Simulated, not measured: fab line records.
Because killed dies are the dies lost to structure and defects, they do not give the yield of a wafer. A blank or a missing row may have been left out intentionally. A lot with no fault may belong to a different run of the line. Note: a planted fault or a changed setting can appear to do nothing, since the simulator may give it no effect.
Struck lot and sound lot, side by side :: flow gf180mcu :: 15 out of 602 route steps
Sound: the wafers L628.2, L628.5, L628.6. The struck wafers were L631.1, L631.5, L631.6. The cause is named last.
Per side, at each step with rows, come the tool, then ch with its chambers, and then its first start. Under that, the readings that differ: sound wafers :: struck wafers :: difference of the means :: sigmas: that difference in standard deviations of wafers without a fault.
alike: readings with means less than 2 such deviations apart, plus words and numbers identical on both sides. not compared: withheld readings, readings lacking a value on some wafer, bounds such as >300 that could conceal the same value, and numbers that have no deviation in the record and whose values overlap.
Wherever a step has rows on one side only, a row that says differs or no value, or a row with sigmas, the two part there. When numbers do not overlap yet have no deviation, they are printed without sigmas and do not part them. A reading that every wafer of one side lacks parts them only if that side has two wafers or more.

first, 6 steps without rows for these wafers: GF_PSD_HMDS_01 (prime time 60 s); GF_PSD_COAT_02 (resist thk 1000 nm); GF_PSD_SOFTBAKE_03 (time 60 s); GF_PSD_EXPOSE_04 (exposes mask Pplus, target cd 400 nm); GF_PSD_PEB_05; GF_PSD_DEVELOP_06 (develop time 60 s).
GF_PSD_CD_MEAS_07: the cd target is 400 nm.
  sound on cdSem-01, day 15 08:59; struck on cdSem-02, day 16 15:13
reading: cdNm (nm)
sound: 401.6 402.8 403.3
struck: 398.8 398.3 397.6
difference: -4.3
sigmas: -2
GF_PSD_OVL_MEAS_08:
  sound on overlay-01, day 15 09:05; struck on overlay-01, day 16 15:20
  alike: PSD_OVL
following that, these wafers have no rows for 1 step: GF_PSD_IMPLANT_09.
GF_PSD_STRIP_10: strips in O2/N2.
  sound on plasmaAsher-03 ch 0,1, day 15 09:16; struck on plasmaAsher-03 ch 0,1, day 16 15:31
  alike: drypumpMotorCurrentA, heaterPowerW, oesProductAu, stripTimeToEndpointS
  not compared: rfHoursCounterH
GF_PSD_TW_MEAS_11:
  sound on filmMetro-03, day 15 09:23; struck on filmMetro-01, day 16 15:37
  alike: PSD_TW
then, 1 step without rows for these wafers: GF_PSD_CLEAN_12 (cleans in SC1/SC2, time 150 s).
GF_PSD_RTA_13: time 20 s.
  struck on rtpAnneal-02, day 16 15:43; sound on rtpAnneal-02 ch 0, day 15 09:29
  no value came back on the struck wafers for annealTempCMax, chamberO2Ppm, lampPowerPct (%), wafer_temp_C_max; on the sound wafers annealTempCMax reads 1031.0 1033.6 1030.8
GF_PSD_RS_MEAS_14: the measuring method here is four-point-probe.
  sound on filmMetro-01, day 15 09:35; struck on filmMetro-02, day 16 15:49
reading: NSD_RS (ohm/sq)
sound: 46.02 45.94 46.05
struck: - - -
difference: no value on the struck wafers
sigmas: 
GF_PSD_RS_MEAS_15: the measuring method here is four-point-probe.
  sound on filmMetro-01, day 15 09:42; struck on filmMetro-02, day 16 15:56
reading: PSD_RS (ohm/sq)
sound: 108.0 107.7 107.8
struck: - - -
difference: no value on the struck wafers
sigmas: 

== WHERE THEY PART ==
At GF_PSD_CD_MEAS_07 first; at GF_PSD_RS_MEAS_15 last (within this record only).

WHY: what the simulator had put in
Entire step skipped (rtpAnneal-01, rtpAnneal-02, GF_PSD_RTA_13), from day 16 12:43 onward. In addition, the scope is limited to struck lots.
